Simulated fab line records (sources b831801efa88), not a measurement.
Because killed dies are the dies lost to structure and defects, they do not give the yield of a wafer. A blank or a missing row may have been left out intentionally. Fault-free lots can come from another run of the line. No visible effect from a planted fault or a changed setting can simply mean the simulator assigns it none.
fab line records	flow sky130	part 1 of 2: steps 1 to 34 of 47
[record] lots = 5	wafers = 15	lastDay = 50
route steps=708 shown VT_ADJUST_HVTR@138 VT_ADJUST_PCH@143 SONOS_TUNNEL@154 SONOS_ONO@168
lots untouched by any fault: they come from a run of this same line in which no faults occurred
startH: hours from the record's first day to the start of the lot's first wafer shown	waitH: how many hours have passed since the lot's step before this one	" unchanged from the row above	L1.1+2: a single row standing in for several wafers	- no value present, or no start provided	* or withheld: withheld	< > ~ a bound
route shown NAME@n: NAME is a module with steps in the file, n the number in the route of the first one	usual: mean/standard deviation of fault-free wafers	same: alike in all rows	chamber/n: place in a boat	sites: each site's reading	_std_site: standard deviation of those values	_edge_site: the outer-site mean with the inner-site mean subtracted	radiusMm: how far each site lies from the wafer's centre	mask NAME#n: copy n	behind: the most recent tool/chamber to have shaped the wafer	hold: the reason the lot was held/the length of the hold in hours/how it ended	device: which transistor (n, p or np) failed to switch	end of line: tests of these same wafers at the route's end	for a step that has no rows: nothing shown but its recipe	killed: count of dies lost to structure and defects at first sort (not the wafer's yield)	map: shows each die of a wafer: x if killed, . if not, _ if none is there
set.NAME: setting as actually run; set.NAME@STEP: the setting as run at that earlier step	model.NAME: the simulator's own value behind a step, which no gauge read
certain route steps with their lots: each step a table, each wafer a row
services: a tool's chamber out of use, with start hour (startH, from the record's first day; less than 0 if before it), hours out, and reason
[[steps]]
[step SKY_VT_ADJUST_HVTR_CD_MEAS_07]
[recipe] targetCdNm = 380
[usual] cdNm = 380.0/2.6
lot.wafer	tool	chamber	startH	waitH	cdNm
L085.1	cdSem-01	-	283.51	0.1	377.2
L085.4	"	-	"	"	377.8
L085.5	"	-	"	"	379.2
L087.1	cdSem-01	-	297.74	0.1	382.9
L087.3	"	-	"	"	385.9
L087.5	"	-	"	"	384.0
L090.3	cdSem-02	-	321.15	0.1	383.1
L090.5	"	-	"	"	383.8
L090.6	"	-	"	"	384.2
L093.1	cdSem-02	-	342.16	0.1	380.8
L093.2	"	-	"	"	380.7
L093.6	"	-	"	"	376.2
L095.3	cdSem-01	-	354.03	0.1	378.0
L095.4	"	-	"	"	378.1
L095.6	"	-	"	"	378.0
[step SKY_VT_ADJUST_HVTR_OVL_MEAS_08]
[usual] VT_ADJUST_HVTR_OVL = 0.6/1.6
lot.wafer	tool	chamber	startH	waitH	VT_ADJUST_HVTR_OVL[nm]
L085.1	overlay-02	-	283.63	0.1	-0.5
L085.4	"	-	"	"	-1.3
L085.5	"	-	"	"	-1.8
L087.1	overlay-02	-	297.86	0.1	0.7
L087.3	"	-	"	"	0.5
L087.5	"	-	"	"	1.4
L090.3	overlay-01	-	321.25	0.1	0.7
L090.5	"	-	"	"	1.5
L090.6	"	-	"	"	1.2
L093.1	overlay-01	-	342.28	0.1	-1.5
L093.2	"	-	"	"	0.0
L093.6	"	-	"	"	1.8
L095.3	overlay-02	-	354.13	0.1	1.2
L095.4	"	-	"	"	1.2
L095.6	"	-	"	"	2.6
[step SKY_VT_ADJUST_HVTR_IMPLANT_09]
[recipe] species = B	energyKev = 10	doseCm2 = 2.1e+12	tiltDeg = withheld
lot.wafer	tool	chamber	startH	waitH
L085.1+4+5	implanter-04	0	283.67	0.0
L087.1+3+5	implanter-01	0	297.90	0.0
L090.3+5+6	implanter-04	0	321.32	0.1
L093.1+2+6	implanter-01	0	342.32	0.0
L095.3+4+6	implanter-01	0	354.20	0.1
[step SKY_VT_ADJUST_HVTR_STRIP_10]
[recipe] chemistry = O2/N2	powerW = 1400	pressureMtorr = 1500	platenTempC = withheld	o2FlowSccm = 3000	n2FlowSccm = 300	overashFraction = 0.5
[usual] drypumpMotorCurrentA = 5.6/0.32	oesProductAu = 0.715/0.0047	stripTimeToEndpointS = 14.17/0.039
lot.wafer	tool	chamber	startH	waitH	drypumpMotorCurrentA	oesProductAu	rfHoursCounterH	stripTimeToEndpointS
L085.1	plasmaAsher-04	1	283.82	0.1	5.9	0.723	58	14.22
L085.4	"	1	"	"	5.9	0.715	-	14.20
L085.5	"	1	"	"	5.9	0.721	-	14.22
L087.1	plasmaAsher-04	1	298.05	0.1	5.9	0.716	59	14.15
L087.3	"	0	"	"	5.2	0.709	-	14.17
L087.5	"	0	"	"	5.2	0.714	-	14.22
L090.3	plasmaAsher-04	1	321.45	0.1	5.9	0.707	-	14.16
L090.5	"	1	"	"	5.9	0.710	-	14.12
L090.6	"	0	"	"	5.2	0.713	-	14.10
L093.1	plasmaAsher-04	1	342.47	0.1	5.9	0.710	64	14.21
L093.2	"	0	"	"	5.2	0.714	64	14.25
L093.6	"	0	"	"	5.2	0.716	-	14.20
L095.3	plasmaAsher-02	1	354.33	0.1	5.7	0.714	-	14.16
L095.4	"	0	"	"	6.0	0.716	-	14.19
L095.6	"	0	"	"	5.9	0.714	-	14.25
[step SKY_VT_ADJUST_HVTR_TW_MEAS_11]
[usual] VT_ADJUST_HVTR_TW = 213.3/2.3
lot.wafer	tool	chamber	startH	waitH	VT_ADJUST_HVTR_TW
L085.1	filmMetro-03	-	283.92	0.1	211.3
L085.4	"	-	"	"	211.6
L085.5	"	-	"	"	211.2
L087.1	filmMetro-02	-	298.15	0.1	211.8
L087.3	"	-	"	"	211.2
L087.5	"	-	"	"	212.2
L090.3	filmMetro-01	-	321.54	0.1	216.4
L090.5	"	-	"	"	216.7
L090.6	"	-	"	"	217.3
L093.1	filmMetro-02	-	342.57	0.1	214.1
L093.2	"	-	"	"	212.4
L093.6	"	-	"	"	212.7
L095.3	filmMetro-01	-	354.42	0.1	218.6
L095.4	"	-	"	"	217.5
L095.6	"	-	"	"	216.7
[step SKY_VT_ADJUST_PCH_DEHYDRATE_00]
[recipe] tempC = 200	timeS = 60
lot.wafer	tool	chamber	startH	waitH
L085.1+4+5	lithoTrack-01	0	296.14	12.2
L087.1+3+5	lithoTrack-02	0	310.31	12.2
L090.3+5+6	lithoTrack-02	0	333.41	11.9
L093.1+2+6	lithoTrack-02	0	355.81	13.2
L095.3+4+6	lithoTrack-03	0	368.06	13.6
[step SKY_VT_ADJUST_PCH_HMDS_01]
[recipe] primeTimeS = 60	primeTempC = 120
lot.wafer	tool	chamber	startH	waitH
L085.1+4+5	lithoTrack-01	0	296.29	0.1
L087.1+3+5	lithoTrack-02	0	310.46	0.1
L090.3+5+6	lithoTrack-02	0	333.56	0.1
L093.1+2+6	lithoTrack-02	0	355.96	0.1
L095.3+4+6	lithoTrack-03	0	368.21	0.1
[step SKY_VT_ADJUST_PCH_COAT_02]
[recipe] spinRpm = 2000	resistThkNm = 3000
lot.wafer	tool	chamber	startH	waitH
L085.1+4+5	lithoTrack-01	0	296.44	0.1
L087.1+3+5	lithoTrack-02	0	310.61	0.1
L090.3+5+6	lithoTrack-02	0	333.71	0.1
L093.1+2+6	lithoTrack-02	0	356.11	0.1
L095.3+4+6	lithoTrack-03	0	368.36	0.1
[step SKY_VT_ADJUST_PCH_SOFTBAKE_03]
[recipe] tempC = 110	timeS = withheld
lot.wafer	tool	chamber	startH	waitH
L085.1+4+5	lithoTrack-01	0	296.59	0.1
L087.1+3+5	lithoTrack-02	0	310.76	0.1
L090.3+5+6	lithoTrack-02	0	333.88	0.1
L093.1+2+6	lithoTrack-02	0	356.26	0.1
L095.3+4+6	lithoTrack-03	0	368.53	0.1
[step SKY_VT_ADJUST_PCH_EXPOSE_04]
[recipe] maskId = NWM	na = 0.6	sourceShape = conventional	sigmaOuter = 0.6	polarization = unpolarized	targetCdNm = 840	doseMj = 255
[same] na = 0.6	sigmaOuter = 0.6
lot.wafer	tool	chamber	startH	waitH	mask
L085.1+4+5	ilineStepper-02	0	-	-	NWM#0
L087.1+3+5	ilineStepper-01	0	-	-	NWM#0
L090.3+5+6	ilineStepper-01	0	-	-	NWM#0
L093.1+2+6	ilineStepper-01	0	-	-	NWM#0
L095.3+4+6	ilineStepper-01	0	-	-	NWM#0
[step SKY_VT_ADJUST_PCH_PEB_05]
[recipe] tempC = 115	timeS = withheld
lot.wafer	tool	chamber	startH	waitH
L085.1+4+5	lithoTrack-01	0	-	-
L087.1+3+5	lithoTrack-02	0	-	-
L090.3+5+6	lithoTrack-02	0	-	-
L093.1+2+6	lithoTrack-01	0	-	-
L095.3+4+6	lithoTrack-01	0	-	-
[step SKY_VT_ADJUST_PCH_DEVELOP_06]
[recipe] wallAngleDeg = 90	developer = TMAH	developTimeS = 60	devTempC = 23
lot.wafer	tool	chamber	startH	waitH
L085.1+4+5	lithoTrack-01	0	-	-
L087.1+3+5	lithoTrack-02	0	-	-
L090.3+5+6	lithoTrack-02	0	-	-
L093.1+2+6	lithoTrack-01	0	-	-
L095.3+4+6	lithoTrack-01	0	-	-
[step SKY_VT_ADJUST_PCH_OVL_MEAS_07]
[usual] VT_ADJUST_PCH_OVL = 0.0/1.7
lot.wafer	tool	chamber	startH	waitH	VT_ADJUST_PCH_OVL[nm]
L085.1	overlay-01	-	309.59	-	0.3
L085.4	"	-	"	"	1.0
L085.5	"	-	"	"	1.2
L087.1	overlay-01	-	323.51	-	-0.4
L087.3	"	-	"	"	1.5
L087.5	"	-	"	"	-0.5
L090.3	overlay-01	-	347.18	-	-1.2
L090.5	"	-	"	"	-1.4
L090.6	"	-	"	"	-0.1
L093.1	overlay-01	-	370.24	-	-2.2
L093.2	"	-	"	"	-1.4
L093.6	"	-	"	"	-0.9
L095.3	overlay-01	-	382.86	-	-1.2
L095.4	"	-	"	"	1.1
L095.6	"	-	"	"	0.0
[step SKY_VT_ADJUST_PCH_IMPLANT_08]
[recipe] species = B	energyKev = 10	doseCm2 = 5e+11	tiltDeg = withheld
lot.wafer	tool	chamber	startH	waitH
L085.1+4+5	implanter-01	0	309.63	0.0
L087.1+3+5	implanter-04	0	323.55	0.0
L090.3+5+6	implanter-01	0	347.25	0.1
L093.1+2+6	implanter-04	0	370.28	0.0
L095.3+4+6	implanter-03	0	382.93	0.1
[step SKY_VT_ADJUST_PCH_STRIP_09]
[recipe] chemistry = O2/N2	powerW = 1400	pressureMtorr = 1500	platenTempC = withheld	o2FlowSccm = 3000	n2FlowSccm = 300	overashFraction = 0.5
[usual] drypumpMotorCurrentA = 5.8/0.41	oesProductAu = 0.723/0.0049	stripTimeToEndpointS = 36.91/0.12
lot.wafer	tool	chamber	startH	waitH	drypumpMotorCurrentA	oesProductAu	rfHoursCounterH	stripTimeToEndpointS
L085.1	plasmaAsher-04	0	309.78	0.1	5.2	0.715	61	36.78
L085.4	"	1	"	"	5.9	0.719	-	36.75
L085.5	"	0	"	"	5.2	0.727	-	36.85
L087.1	plasmaAsher-04	0	323.70	0.1	5.2	0.721	62	37.03
L087.3	"	0	"	"	5.2	0.734	-	36.92
L087.5	"	0	"	"	5.2	0.719	-	36.83
L090.3	plasmaAsher-01	0	347.38	0.1	5.8	0.728	-	36.97
L090.5	"	0	"	"	5.8	0.725	-	37.08
L090.6	"	1	"	"	6.7	0.723	-	37.03
L093.1	plasmaAsher-02	0	370.43	0.1	5.9	0.717	26	37.01
L093.2	"	1	"	"	5.7	0.727	26	36.87
L093.6	"	1	"	"	5.8	0.729	-	36.87
L095.3	plasmaAsher-04	0	383.06	0.1	5.2	0.725	-	36.98
L095.4	"	1	"	"	5.9	0.726	-	37.04
L095.6	"	1	"	"	5.9	0.723	-	36.95
[step SKY_VT_ADJUST_PCH_TW_MEAS_10]
[usual] VT_ADJUST_PCH_TW = 145.4/1.4
lot.wafer	tool	chamber	startH	waitH	VT_ADJUST_PCH_TW
L085.1	filmMetro-02	-	309.88	0.1	144.0
L085.4	"	-	"	"	143.3
L085.5	"	-	"	"	142.6
L087.1	filmMetro-01	-	323.80	0.1	146.7
L087.3	"	-	"	"	146.8
L087.5	"	-	"	"	146.9
L090.3	filmMetro-01	-	347.47	0.1	145.3
L090.5	"	-	"	"	146.0
L090.6	"	-	"	"	146.4
L093.1	filmMetro-02	-	370.53	0.1	144.7
L093.2	"	-	"	"	144.5
L093.6	"	-	"	"	144.9
L095.3	filmMetro-02	-	383.15	0.1	144.7
L095.4	"	-	"	"	144.6
L095.6	"	-	"	"	144.6
[step SKY_SONOS_TUNNEL_DEHYDRATE_00]
[recipe] tempC = 200	timeS = 60
lot.wafer	tool	chamber	startH	waitH
L085.1+4+5	lithoTrack-03	0	321.86	12.0
L087.1+3+5	lithoTrack-01	0	336.09	12.3
L090.3+5+6	lithoTrack-01	0	361.24	13.8
L093.1+2+6	lithoTrack-03	0	384.21	13.7
L095.3+4+6	lithoTrack-04	0	396.14	13.0
[step SKY_SONOS_TUNNEL_HMDS_01]
[recipe] primeTimeS = 60	primeTempC = 120
lot.wafer	tool	chamber	startH	waitH
L085.1+4+5	lithoTrack-03	0	322.01	0.1
L087.1+3+5	lithoTrack-01	0	336.24	0.1
L090.3+5+6	lithoTrack-01	0	361.39	0.1
L093.1+2+6	lithoTrack-03	0	384.36	0.1
L095.3+4+6	lithoTrack-04	0	396.29	0.1
[step SKY_SONOS_TUNNEL_COAT_02]
[recipe] resist = NOVOLAK	spinRpm = 3000	resistThkNm = 1140
lot.wafer	tool	chamber	startH	waitH
L085.1+4+5	lithoTrack-03	0	322.16	0.1
L087.1+3+5	lithoTrack-01	0	336.39	0.1
L090.3+5+6	lithoTrack-01	0	361.54	0.1
L093.1+2+6	lithoTrack-03	0	384.51	0.1
L095.3+4+6	lithoTrack-04	0	396.44	0.1
[step SKY_SONOS_TUNNEL_SOFTBAKE_03]
[recipe] tempC = 90	timeS = 60	resist = NOVOLAK
lot.wafer	tool	chamber	startH	waitH
L085.1+4+5	lithoTrack-03	0	322.31	0.1
L087.1+3+5	lithoTrack-01	0	336.54	0.1
L090.3+5+6	lithoTrack-01	0	361.69	0.1
L093.1+2+6	lithoTrack-03	0	384.66	0.1
L095.3+4+6	lithoTrack-04	0	396.59	0.1
[step SKY_SONOS_TUNNEL_EXPOSE_04]
[recipe] maskId = TUNM	na = 0.6	sourceShape = conventional	sigmaOuter = 0.6	polarization = unpolarized	targetCdNm = 410	doseMj = 136
[same] na = 0.6	sigmaOuter = 0.6
lot.wafer	tool	chamber	startH	waitH	mask
L085.1+4+5	ilineStepper-02	0	-	-	TUNM#0
L087.1+3+5	ilineStepper-02	0	-	-	TUNM#0
L090.3+5+6	ilineStepper-02	0	-	-	TUNM#0
L093.1+2+6	ilineStepper-01	0	-	-	TUNM#0
L095.3+4+6	ilineStepper-01	0	-	-	TUNM#0
[step SKY_SONOS_TUNNEL_PEB_05]
[recipe] tempC = withheld	timeS = *	resist = NOVOLAK
lot.wafer	tool	chamber	startH	waitH
L085.1+4+5	lithoTrack-01	0	-	-
L087.1+3+5	lithoTrack-01	0	-	-
L090.3+5+6	lithoTrack-04	0	-	-
L093.1+2+6	lithoTrack-01	0	-	-
L095.3+4+6	lithoTrack-01	0	-	-
[step SKY_SONOS_TUNNEL_DEVELOP_06]
[recipe] resist = NOVOLAK	developer = TMAH	developTimeS = 60	devTempC = 23
lot.wafer	tool	chamber	startH	waitH
L085.1+4+5	lithoTrack-01	0	334.69	0.1
L087.1+3+5	lithoTrack-01	0	349.84	0.1
L090.3+5+6	lithoTrack-04	0	376.09	0.1
L093.1+2+6	lithoTrack-01	0	398.04	0.1
L095.3+4+6	lithoTrack-01	0	411.79	0.1
[step SKY_SONOS_TUNNEL_CD_MEAS_07]
[recipe] targetCdNm = 410
[usual] cdNm = 410.3/2
lot.wafer	tool	chamber	startH	waitH	cdNm
L085.1	cdSem-02	-	334.84	0.1	409.7
L085.4	"	-	"	"	405.5
L085.5	"	-	"	"	407.7
L087.1	cdSem-01	-	349.99	0.1	409.9
L087.3	"	-	"	"	411.2
L087.5	"	-	"	"	410.1
L090.3	cdSem-01	-	376.23	0.1	412.4
L090.5	"	-	"	"	410.0
L090.6	"	-	"	"	410.2
L093.1	cdSem-01	-	398.19	0.1	413.8
L093.2	"	-	"	"	413.1
L093.6	"	-	"	"	413.5
L095.3	cdSem-01	-	411.93	0.1	408.9
L095.4	"	-	"	"	406.9
L095.6	"	-	"	"	405.9
[step SKY_SONOS_TUNNEL_OVL_MEAS_08]
[usual] SONOS_TUNNEL_OVL = 0.2/1.4
lot.wafer	tool	chamber	startH	waitH	SONOS_TUNNEL_OVL[nm]
L085.1	overlay-02	-	334.96	0.1	-1.2
L085.4	"	-	"	"	-2.4
L085.5	"	-	"	"	-1.7
L087.1	overlay-02	-	350.11	0.1	1.2
L087.3	"	-	"	"	1.5
L087.5	"	-	"	"	2.5
L090.3	overlay-01	-	376.33	0.1	1.6
L090.5	"	-	"	"	1.8
L090.6	"	-	"	"	0.3
L093.1	overlay-01	-	398.31	0.1	0.2
L093.2	"	-	"	"	-0.3
L093.6	"	-	"	"	-0.6
L095.3	overlay-01	-	412.03	0.1	-2.1
L095.4	"	-	"	"	-1.2
L095.6	"	-	"	"	-2.6
[step SKY_SONOS_TUNNEL_IMPLANT_09]
[recipe] species = B	energyKev = 20	doseCm2 = 1e+12	tiltDeg = withheld
lot.wafer	tool	chamber	startH	waitH
L085.1+4+5	implanter-03	0	335.00	0.0
L087.1+3+5	implanter-03	0	350.15	0.0
L090.3+5+6	implanter-04	0	376.40	0.1
L093.1+2+6	implanter-03	0	398.35	0.0
L095.3+4+6	implanter-03	0	412.10	0.1
[step SKY_SONOS_TUNNEL_WET_ETCH_10]
[recipe] chemistry = dHF	targetDepthNm = 14	target = SiO2	dilution = 100:1	tempC = 25	timeS = 280
lot.wafer	tool	chamber	startH	waitH
L085.1+4+5	wetBench-02	2	335.15	0.1
L087.1+3+5	wetBench-04	1	350.30	0.1
L090.3+5+6	wetBench-04	3	376.50	0.1
L093.1+2+6	wetBench-02	2	398.50	0.1
L095.3+4+6	wetBench-04	0	412.20	0.1
[step SKY_SONOS_TUNNEL_STRIP_11]
[recipe] chemistry = SPM	timeS = 600	tempC = 130
lot.wafer	tool	chamber	startH	waitH
L085.1+4+5	wetBench-03	1	335.24	0.0
L087.1+3+5	wetBench-03	0	350.39	0.0
L090.3+5+6	wetBench-03	3	376.59	0.0
L093.1+2+6	wetBench-04	1	398.59	0.0
L095.3+4+6	wetBench-02	1	412.29	0.0
[step SKY_SONOS_TUNNEL_TW_MEAS_12]
[usual] SONOS_TUNNEL_TW = 198.3/1.1
lot.wafer	tool	chamber	startH	waitH	SONOS_TUNNEL_TW
L085.1	filmMetro-03	-	335.43	0.0	198.5
L085.4	"	-	"	"	196.4
L085.5	"	-	"	"	196.4
L087.1	filmMetro-02	-	350.56	0.0	199.4
L087.3	"	-	"	"	199.4
L087.5	"	-	"	"	199.5
L090.3	filmMetro-03	-	376.79	0.0	197.5
L090.5	"	-	"	"	196.8
L090.6	"	-	"	"	197.0
L093.1	filmMetro-03	-	398.76	0.0	200.0
L093.2	"	-	"	"	198.6
L093.6	"	-	"	"	198.6
L095.3	filmMetro-02	-	412.48	0.0	198.8
L095.4	"	-	"	"	199.0
L095.6	"	-	"	"	198.6
[step SKY_SONOS_TUNNEL_CLEAN_13]
[recipe] chemistry = dHF	timeS = 20	dilution = 100:1	dry = ipaMarangoni
lot.wafer	tool	chamber	startH	waitH
L085.1+4+5	wetBench-02	2	335.49	0.1
L087.1+3+5	wetBench-02	0	350.62	0.1
L090.3+5+6	wetBench-02	0	376.83	0.0
L093.1+2+6	wetBench-02	2	398.82	0.1
L095.3+4+6	wetBench-03	1	412.52	0.0
[step SKY_SONOS_ONO_OXIDATION_00]
[recipe] tempC = 800	ambient = O2	idleTempC = 700	rampUpCPerMin = 10	rampDownCPerMin = 3	stabiliseS = 600	purgeS = 300	targetThkA = 26	oxTimeS = 1249
[usual] spikeTcBottomC = 815.6/1.4	zonePowerTopPct = 27.3/1.7
lot.wafer	tool	chamber	startH	waitH	spikeTcBottomC	zonePowerTopPct
L085.1	furnace-01	0	337.79	2.3	813.3	29.1
L085.4	"	0	"	"	815.2	28.7
L085.5	"	0	"	"	814.0	29.0
L087.1	furnace-01	0	351.28	0.6	814.4	28.7
L087.3	"	0	"	"	815.8	28.6
L087.5	"	0	"	"	814.2	29.1
L090.3	furnace-01	0	379.55	2.7	815.2	29.2
L090.5	"	0	"	"	814.6	28.5
L090.6	"	0	"	"	815.4	29.4
L093.1	furnace-02	0	398.83	0.0	816.1	25.8
L093.2	"	0	"	"	817.1	25.8
L093.6	"	0	"	"	817.0	25.4
L095.3	furnace-02	0	412.53	0.0	818.9	25.4
L095.4	"	0	"	"	818.1	25.6
L095.6	"	0	"	"	816.6	25.5
[step SKY_SONOS_ONO_THK_MEAS_01]
[recipe] reads = SiO2_of_SONOS_ONO_OXIDATION_00
[usual] SONOS_ONO_OXIDATION_THK = 2.60/0.052
lot.wafer	tool	chamber	startH	waitH	SONOS_ONO_OXIDATION_THK[nm]
L085.1	filmMetro-03	-	339.14	0.0	2.56
L085.4	"	-	"	"	2.56
L085.5	"	-	"	"	2.59
L087.1	filmMetro-01	-	352.63	0.0	2.57
L087.3	"	-	"	"	2.56
L087.5	"	-	"	"	2.58
L090.3	filmMetro-01	-	380.92	0.0	2.70
L090.5	"	-	"	"	2.67
L090.6	"	-	"	"	2.65
L093.1	filmMetro-03	-	400.18	0.0	2.60
L093.2	"	-	"	"	2.67
L093.6	"	-	"	"	2.55
L095.3	filmMetro-03	-	413.90	0.0	2.64
L095.4	"	-	"	"	2.60
L095.6	"	-	"	"	2.58
[step SKY_SONOS_ONO_CVD_02]
[recipe] material = Si3N4	precursor = DCS/NH3	targetThkNm = 10.5	tempC = 770	timeS = 180	pressureMtorr = 250
[usual] spikeTcBottomC = 789.1/1.7	zonePowerTopPct = 24.3/0.31
lot.wafer	tool	chamber	startH	waitH	spikeTcBottomC	zonePowerTopPct
L085.1	lpcvd-02	0	342.77	3.6	788.6	23.9
L085.4	"	0	"	"	787.1	24.4
L085.5	"	0	"	"	787.9	23.8
L087.1	lpcvd-02	1	354.18	1.5	790.7	24.4
L087.3	"	1	"	"	790.1	24.3
L087.5	"	1	"	"	790.2	24.6
L090.3	lpcvd-02	1	380.96	0.0	790.6	24.6
L090.5	"	1	"	"	791.2	25.0
L090.6	"	1	"	"	789.9	24.3
L093.1	lpcvd-02	0	400.82	0.6	786.3	24.1
L093.2	"	0	"	"	788.5	24.1
L093.6	"	0	"	"	790.8	24.2
L095.3	lpcvd-02	0	415.29	1.4	787.7	24.1
L095.4	"	0	"	"	787.9	24.3
L095.6	"	0	"	"	788.3	23.9
[step SKY_SONOS_ONO_THK_MEAS_03]
[recipe] reads = Si3N4_of_SONOS_ONO_CVD_02
[usual] SONOS_ONO_CVD_02_THK = 10.42/0.13
lot.wafer	tool	chamber	startH	waitH	SONOS_ONO_CVD_02_THK[nm]
L085.1	filmMetro-03	-	343.82	0.0	10.52
L085.4	"	-	"	"	10.51
L085.5	"	-	"	"	10.36
L087.1	filmMetro-01	-	355.23	0.0	10.51
L087.3	"	-	"	"	10.51
L087.5	"	-	"	"	10.50
L090.3	filmMetro-01	-	382.03	0.0	10.22
L090.5	"	-	"	"	10.31
L090.6	"	-	"	"	10.31
L093.1	filmMetro-01	-	401.87	0.0	10.39
L093.2	"	-	"	"	10.52
L093.6	"	-	"	"	10.36
L095.3	filmMetro-01	-	416.92	0.1	10.20
L095.4	"	-	"	"	10.12
L095.6	"	-	"	"	10.29
